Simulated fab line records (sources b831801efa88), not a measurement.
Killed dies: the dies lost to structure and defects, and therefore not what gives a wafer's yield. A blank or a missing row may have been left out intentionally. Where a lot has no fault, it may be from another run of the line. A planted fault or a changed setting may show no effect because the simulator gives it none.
2 desks looking at one fault / flow gf180mcu / what lay behind the numbers comes last; until then each desk has only its own

== AT THE METROLOGY DESK ==
Means of the sampled wafers that have a number, per lot and without regard to the tool the lot ran on: this is what the gauges read. The brackets show how far a lot's mean lies from the usual mean; more than 4 standard deviations puts the lot out of limits, marked OUT.
Columns: A = VT_IMPLANT_2_TW at GF_VT_IMPLANT_TW_MEAS_21, usual 1220; B = HV_LDD_OVL at GF_HV_LDD_OVL_MEAS_08, usual -0.2 nm
lot=L635; first seen here=day 6 12:27; A=1208; B=2.4
lot=L638; first seen here=day 7 02:18; A=1219; B=0.8
lot=L639; first seen here=day 7 05:00; A=1229; B=-0.0
lot=L642; first seen here=day 8 06:10; A=1216; B=0.3
lot=L644; first seen here=day 8 16:26; A=1211; B=1.0
lot=L645; first seen here=day 9 02:21; A=1220; B=-0.4
lot=L646; first seen here=day 9 06:39; A=1219; B=-2.1
lot=L648; first seen here=day 9 16:31; A=1214; B=-0.7
lot=L649; first seen here=day 9 22:49; A=1219; B=-0.5
lot=L651; first seen here=day 10 15:06; A=1212; B=1.2
lot=L656; first seen here=day 11 22:25; A=1216; B=-1.6
lot=L657; first seen here=day 12 03:33; A=1219; B=1.0
lot=L658; first seen here=day 12 10:12; A=1215; B=-0.5
Result from this desk: across the 13 lots, nothing is out of limits.

== AT THE TOOL OWNER'S DESK: rieSi-02 ==
The tool's own readings at GF_POLY_GATE_ETCH_13 (etches poly-Si in HBr/Cl2, stops on SiO2, target depth 198.5 nm, time 69.6 s): means of the sampled wafers that have a number, for each lot that ran on this tool. The brackets show how far a lot's mean lies from the usual mean; more than 4 standard deviations puts the lot out of limits, marked OUT.
Columns: A = HBr_flow_sccm at GF_POLY_GATE_ETCH_13, usual 150.0 sccm; B = biasW at GF_POLY_GATE_ETCH_13, usual 100.01 W; C = drypumpMotorCurrentA at GF_POLY_GATE_ETCH_13, usual 5.5 A; D = oesProductAu at GF_POLY_GATE_ETCH_13, usual 0.989 a.u.; E = throttleValvePct at GF_POLY_GATE_ETCH_13, usual 33.684 %
lot=L635; first seen here=day 9 12:52; A=150.4; B=99.93; C=5.8; D=0.990; E=33.678
lot=L638; first seen here=day 10 01:53; A=149.8; B=100.02; C=5.5; D=0.999; E=33.681
lot=L639; first seen here=day 10 07:19; A=150.2; B=99.91; C=5.8; D=0.996; E=33.676
lot=L642; first seen here=day 11 10:16; A=149.8; B=100.22; C=5.7; D=0.983; E=33.683
lot=L644; first seen here=day 11 22:07; A=150.4; B=99.95; C=5.9; D=0.991; E=33.683
lot=L645; first seen here=day 12 11:05; A=150.1; B=99.87; C=5.8; D=0.983; E=33.680
lot=L646; first seen here=day 12 15:47; A=149.4; B=99.93; C=5.6; D=0.994; E=33.678
lot=L648; first seen here=day 13 02:31; A=149.9; B=96.20 (-13) OUT; C=5.8; D=0.986; E=33.680
lot=L649; first seen here=day 13 10:01; A=150.2; B=96.11 (-13) OUT; C=5.8; D=0.993; E=33.682
This desk's verdict: out of limits on L648, L649, starting with L648 at day 13 02:31 (biasW at GF_POLY_GATE_ETCH_13). L635, L638, L639, L642, L644, L645, L646 stayed within limits.

== PUT TOGETHER ==
On L648, L649, at day 13 02:31, an alarm was possible from the tool owner's desk.
The metrology desk saw nothing out of limits.
The metrology desk holds a record of L648, L649, inside its limits.
Of the lots named, all ran GF_POLY_GATE_ETCH_13 on rieSi-02.

== WHAT THE SIMULATOR HAD INSERTED ==
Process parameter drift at GF_POLY_GATE_ETCH_13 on rieSi-02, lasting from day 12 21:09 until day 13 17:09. The setting biasW was moved by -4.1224, starting from 100. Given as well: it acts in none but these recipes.
Shown lots that were struck: L648, L649.
Delay in hours, fault start to first out-of-limits reading, by desk: the tool owner's desk at 5.
